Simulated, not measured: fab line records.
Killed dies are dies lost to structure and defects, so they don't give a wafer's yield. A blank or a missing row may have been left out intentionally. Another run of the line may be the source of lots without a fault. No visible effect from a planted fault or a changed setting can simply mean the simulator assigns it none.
Which of the tools did it? + flow sky130 + 14 lots with 41 wafers sampled at 5 steps, on a route of 708 steps

## WHAT EACH GAUGE READ, for each wafer
No reading from a measuring or inspecting step in the record can be judged against a usual standard deviation.

## TOOL THAT RAN EACH LOT (tool first, then ch and the chambers of the sampled wafers, then the start)
| lot  | SKY_METAL1_SPUTTER_03        | SKY_METAL1_ETCH_18                | SKY_VIA1_ETCH_14                   | SKY_VIA1_ETCH_15                   | SKY_VIA1_STRIP_16                    |
|------|------------------------------|-----------------------------------|------------------------------------|------------------------------------|--------------------------------------|
| L821 | pvd sputter-04, day 32 02:13 | rie metal-01 ch 0,1, day 33 05:26 | rie diel-02 ch 1,2, day 34 09:31   | rie diel-02 ch 1,2, day 34 09:33   | plasma asher-04 ch 0,1, day 34 09:36 |
| L822 | pvd sputter-01, day 32 09:49 | rie metal-01 ch 0,1, day 33 13:02 | rie diel-02 ch 0,1,3, day 34 17:14 | rie diel-02 ch 0,1,3, day 34 17:17 | plasma asher-04 ch 0,1, day 34 17:20 |
| L824 | pvd sputter-01, day 33 04:31 | rie metal-02 ch 0,1, day 34 06:33 | rie diel-02 ch 0,2,3, day 35 10:31 | rie diel-02 ch 0,2,3, day 35 10:33 | plasma asher-02 ch 0,1, day 35 10:36 |
| L825 | pvd sputter-01, day 33 16:54 | rie metal-02 ch 0,1, day 34 19:39 | rie diel-04 ch 1,3, day 35 23:22   | rie diel-04 ch 1,3, day 35 23:24   | plasma asher-02 ch 0,1, day 35 23:27 |
| L826 | pvd sputter-01, day 34 03:16 | rie metal-02 ch 0,1, day 35 06:08 | rie diel-03 ch 0,2, day 36 09:52   | rie diel-03 ch 0,2, day 36 09:55   | plasma asher-02 ch 0,1, day 36 09:58 |
| L827 | pvd sputter-04, day 34 11:27 | rie metal-03 ch 1, day 35 13:56   | rie diel-04 ch 2,3, day 36 17:38   | rie diel-04 ch 2,3, day 36 17:41   | plasma asher-02 ch 0,1, day 36 17:44 |
| L830 | pvd sputter-04, day 35 08:59 | rie metal-03 ch 0,1, day 36 11:47 | rie diel-03 ch 0,1,2, day 37 15:15 | rie diel-03 ch 0,1,2, day 37 15:17 | plasma asher-02 ch 0, day 37 15:20   |
| L831 | pvd sputter-04, day 35 16:34 | rie metal-01 ch 0,1, day 36 19:31 | rie diel-02 ch 0,1,3, day 37 22:45 | rie diel-02 ch 0,1,3, day 37 22:47 | plasma asher-04 ch 0,1, day 37 22:50 |
| L832 | pvd sputter-01, day 35 20:25 | rie metal-02 ch 0,1, day 36 23:37 | rie diel-02 ch 0,2, day 38 01:49   | rie diel-02 ch 0,2, day 38 01:52   | plasma asher-02 ch 0,1, day 38 01:56 |
| L835 | pvd sputter-01, day 36 18:01 | rie metal-03 ch 0,1, day 37 20:50 | rie diel-02 ch 1,2,3, day 38 23:21 | rie diel-02 ch 1,2,3, day 38 23:23 | plasma asher-02 ch 0,1, day 38 23:26 |
| L836 | pvd sputter-02, day 37 00:24 | rie metal-02 ch 1, day 38 01:51   | rie diel-04 ch 0,1,2, day 39 05:01 | rie diel-04 ch 0,1,2, day 39 05:03 | plasma asher-02 ch 0,1, day 39 05:06 |
| L840 | pvd sputter-02, day 37 19:29 | rie metal-02 ch 0,1, day 38 21:02 | rie diel-02 ch 0,3, day 39 23:09   | rie diel-02 ch 0,3, day 39 23:11   | plasma asher-02 ch 0,1, day 39 23:14 |
| L841 | pvd sputter-01, day 38 10:49 | rie metal-03 ch 0, day 39 11:50   | rie diel-03 ch 0,1, day 40 14:40   | rie diel-03 ch 0,1, day 40 14:42   | plasma asher-02 ch 0, day 40 14:45   |
| L842 | pvd sputter-02, day 38 11:16 | rie metal-01 ch 0,1, day 39 12:11 | rie diel-02 ch 1,2,3, day 40 14:47 | rie diel-02 ch 1,2,3, day 40 14:49 | plasma asher-04 ch 0,1, day 40 14:52 |
- SKY_METAL1_SPUTTER_03: material Ti, target thk 5 nm, time 3.3 s.
- SKY_METAL1_ETCH_18: etches BARC in N2/H2, stops on SiO2, time 45.9 s, target depth 60 nm.
- SKY_VIA1_ETCH_14: etches BARC in N2/H2, stops on SiO2, time 45.9 s, target depth 60 nm.
- SKY_VIA1_ETCH_15: etches SiO2 in C4F8/O2/Ar, stops on TiN, target depth 351 nm, time 54 s.
- SKY_VIA1_STRIP_16: strips in O2/N2.

## WHAT THE TOOLS THEMSELVES READ (means of the sampled wafers that have a number; where no wafer has one, the mark that the record gives instead)
SKY_METAL1_SPUTTER_03. Usual: throttle valve pct at 30.1 %, with a standard deviation of 1.
| lot  | tool           | throttle valve pct (%) | flag |
|------|----------------|------------------------|------|
| L821 | pvd sputter-04 | 29.5                   |      |
| L822 | pvd sputter-01 | 29.8                   |      |
| L824 | pvd sputter-01 | 29.9                   |      |
| L825 | pvd sputter-01 | 30.7                   |      |
| L826 | pvd sputter-01 | 30.3                   |      |
| L827 | pvd sputter-04 | 29.1                   |      |
| L830 | pvd sputter-04 | 29.9                   |      |
| L831 | pvd sputter-04 | 28.9                   |      |
| L832 | pvd sputter-01 | 30.4                   |      |
| L835 | pvd sputter-01 | 30.9                   |      |
| L836 | pvd sputter-02 | 31.0                   |      |
| L840 | pvd sputter-02 | 30.5                   |      |
| L841 | pvd sputter-01 | 30.6                   |      |
| L842 | pvd sputter-02 | 30.5                   |      |

SKY_METAL1_ETCH_18. Usual: chamber pressure mTorr 30.001 mTorr, standard deviation 0.027; drypump motor current A 6.1 A, standard deviation 0.35; oes product au 0.854 a.u., standard deviation 0.0048; run length s 74.2 s, standard deviation 0.4; throttle valve pct 13.224 %, standard deviation 0.0096.
| lot  | tool         | chamber pressure mTorr (mTorr) | drypump motor current A (A) | oes product au (a.u.) | run length s (s) | throttle valve pct (%) | flag |
|------|--------------|--------------------------------|-----------------------------|-----------------------|------------------|------------------------|------|
| L821 | rie metal-01 | 30.010                         | 6.5                         | 0.851                 | 74.0             | 13.215                 |      |
| L822 | rie metal-01 | 29.995                         | 6.4                         | 0.854                 | 74.2             | 13.216                 |      |
| L824 | rie metal-02 | 30.002                         | 5.7                         | 0.857                 | 74.6             | 13.230                 |      |
| L825 | rie metal-02 | 29.999                         | 5.8                         | 0.858                 | 74.2             | 13.225                 |      |
| L826 | rie metal-02 | 29.987                         | 5.7                         | 0.857                 | 74.5             | 13.233                 |      |
| L827 | rie metal-03 | 29.995                         | 6.3                         | 0.851                 | 74.0             | 13.229                 |      |
| L830 | rie metal-03 | 30.015                         | 6.2                         | 0.849                 | 74.0             | 13.223                 |      |
| L831 | rie metal-01 | 29.981                         | 6.5                         | 0.854                 | 74.0             | 13.232                 |      |
| L832 | rie metal-02 | 30.027                         | 5.8                         | 0.857                 | 74.5             | 13.222                 |      |
| L835 | rie metal-03 | 30.009                         | 6.0                         | 0.854                 | 74.2             | 13.226                 |      |
| L836 | rie metal-02 | 30.015                         | 6.0                         | 0.856                 | 74.1             | 13.223                 |      |
| L840 | rie metal-02 | 30.010                         | 5.7                         | 0.851                 | 74.5             | 13.216                 |      |
| L841 | rie metal-03 | 29.973                         | 5.8                         | 0.851                 | 74.4             | 13.218                 |      |
| L842 | rie metal-01 | 30.032                         | 6.4                         | 0.853                 | 73.7             | 13.220                 |      |

SKY_VIA1_ETCH_14. Usual: chamber pressure mTorr 29.999 mTorr, standard deviation 0.025; drypump motor current A 5.8 A, standard deviation 0.47; oes product au 0.854 a.u., standard deviation 0.0046; run length s 73.9 s, standard deviation 0.43; throttle valve pct 13.225 %, standard deviation 0.0086.
| lot  | tool        | chamber pressure mTorr (mTorr) | drypump motor current A (A) | oes product au (a.u.) | run length s (s) | throttle valve pct (%) | flag |
|------|-------------|--------------------------------|-----------------------------|-----------------------|------------------|------------------------|------|
| L821 | rie diel-02 | 29.991                         | 5.6                         | 0.863                 | 74.0             | 13.231                 |      |
| L822 | rie diel-02 | 30.002                         | 6.0                         | 0.855                 | 74.1             | 13.217                 |      |
| L824 | rie diel-02 | 30.005                         | 5.9                         | 0.857                 | 73.6             | 13.224                 |      |
| L825 | rie diel-04 | 29.996                         | 5.6                         | 0.852                 | 73.8             | 13.232                 |      |
| L826 | rie diel-03 | 29.986                         | 5.8                         | 0.855                 | 74.1             | 13.226                 |      |
| L827 | rie diel-04 | 29.988                         | 5.0                         | 0.854                 | 74.1             | 13.224                 |      |
| L830 | rie diel-03 | 29.983                         | 5.8                         | 0.856                 | 73.9             | 13.222                 |      |
| L831 | rie diel-02 | 29.999                         | 6.0                         | 0.857                 | 73.9             | 13.224                 |      |
| L832 | rie diel-02 | 29.991                         | 5.6                         | 0.853                 | 73.9             | 13.218                 |      |
| L835 | rie diel-02 | 29.992                         | 5.9                         | 0.852                 | 73.7             | 13.224                 |      |
| L836 | rie diel-04 | 29.983                         | 6.0                         | 0.853                 | 73.8             | 13.228                 |      |
| L840 | rie diel-02 | 30.023                         | 6.0                         | 1.007                 | 50.1             | 13.237                 | OFF  |
| L841 | rie diel-03 | 30.015                         | 5.6                         | 0.853                 | 73.7             | 13.227                 |      |
| L842 | rie diel-02 | 30.013                         | 5.9                         | 1.001                 | 49.7             | 13.231                 | OFF  |

SKY_VIA1_ETCH_15. Usual: chamber pressure mTorr 40.00 mTorr, standard deviation 0.033; oes product au 0.978 a.u., standard deviation 0.0082; run length s 82.0 s, standard deviation 0.45.
| lot  | tool        | chamber pressure mTorr (mTorr) | oes product au (a.u.) | run length s (s) | flag |
|------|-------------|--------------------------------|-----------------------|------------------|------|
| L821 | rie diel-02 | 39.99                          | 0.977                 | 82.0             |      |
| L822 | rie diel-02 | 40.05                          | 0.983                 | 82.3             |      |
| L824 | rie diel-02 | 40.00                          | 0.982                 | 81.8             |      |
| L825 | rie diel-04 | 39.99                          | 0.975                 | 82.2             |      |
| L826 | rie diel-03 | 40.00                          | 0.974                 | 82.6             |      |
| L827 | rie diel-04 | 40.00                          | 0.961                 | 82.2             |      |
| L830 | rie diel-03 | 39.98                          | 0.977                 | 82.0             |      |
| L831 | rie diel-02 | 40.02                          | 0.979                 | 82.3             |      |
| L832 | rie diel-02 | 40.00                          | 0.984                 | 82.3             |      |
| L835 | rie diel-02 | 40.01                          | 0.978                 | 82.0             |      |
| L836 | rie diel-04 | 39.98                          | 0.977                 | 81.9             |      |
| L840 | rie diel-02 | 40.01                          | 0.373                 | 82.2             | OFF  |
| L841 | rie diel-03 | 39.98                          | 0.970                 | 81.7             |      |
| L842 | rie diel-02 | 39.98                          | 0.369                 | 81.7             | OFF  |

SKY_VIA1_STRIP_16. Usual: chamber pressure mTorr 1500.2 mTorr, standard deviation 1.5; drypump motor current A 6.04 A, standard deviation 0.28; oes product au 0.416 a.u., standard deviation 0.0051; strip time to endpoint s 4.47 s, standard deviation 0.031.
| lot  | tool            | chamber pressure mTorr (mTorr) | drypump motor current A (A) | oes product au (a.u.) | strip time to endpoint s (s) | flag |
|------|-----------------|--------------------------------|-----------------------------|-----------------------|------------------------------|------|
| L821 | plasma asher-04 | 1498.5                         | 6.08                        | 0.413                 | 4.48                         |      |
| L822 | plasma asher-04 | 1500.5                         | 6.26                        | 0.414                 | 4.48                         |      |
| L824 | plasma asher-02 | 1501.0                         | 6.08                        | 0.416                 | 4.45                         |      |
| L825 | plasma asher-02 | 1499.5                         | 6.08                        | 0.420                 | 4.47                         |      |
| L826 | plasma asher-02 | 1500.5                         | 5.92                        | 0.419                 | 4.48                         |      |
| L827 | plasma asher-02 | 1499.1                         | 6.10                        | 0.422                 | 4.50                         |      |
| L830 | plasma asher-02 | 1501.1                         | 5.72                        | 0.420                 | 4.49                         |      |
| L831 | plasma asher-04 | 1501.3                         | 6.10                        | 0.409                 | 4.47                         |      |
| L832 | plasma asher-02 | 1499.9                         | 6.00                        | 0.419                 | 4.46                         |      |
| L835 | plasma asher-02 | 1500.8                         | 5.91                        | 0.411                 | 4.46                         |      |
| L836 | plasma asher-02 | 1499.6                         | 6.07                        | 0.415                 | 4.44                         |      |
| L840 | plasma asher-02 | 1499.6                         | 5.90                        | 0.427                 | 4.68                         | OFF  |
| L841 | plasma asher-02 | 1499.4                         | 5.73                        | 0.415                 | 4.50                         |      |
| L842 | plasma asher-04 | 1500.5                         | 6.27                        | 0.426                 | 4.69                         | OFF  |

## THE ANSWER, worked out from the rows above alone
Rule: take the mean of a lot's wafers that have a number; if it is more than 3 standard deviations from the usual mean, the lot is off. A lot without any number at a reading at which 4 lots or more have one is off too. The other lots that the step has rows for count as sound. First the gauges in route order, then the tools' own readings, where a lot's mean is used as printed above. The first step at which some lot is off is used, and at that step the reading that is off furthest; a lot without a number counts as furthest.
Off: L840, L842, at SKY_VIA1_ETCH_14 (run length s).
If a tool, at that step or one of the process steps before it, ran each lot that is off and ran no sound lot following the first of them, it fits. 2 tools fit, pvd sputter-02 at SKY_METAL1_SPUTTER_03 and rie diel-02 at SKY_VIA1_ETCH_14, so this cannot tell which one it is.

## WHAT THE SIMULATOR HAD PUT IN
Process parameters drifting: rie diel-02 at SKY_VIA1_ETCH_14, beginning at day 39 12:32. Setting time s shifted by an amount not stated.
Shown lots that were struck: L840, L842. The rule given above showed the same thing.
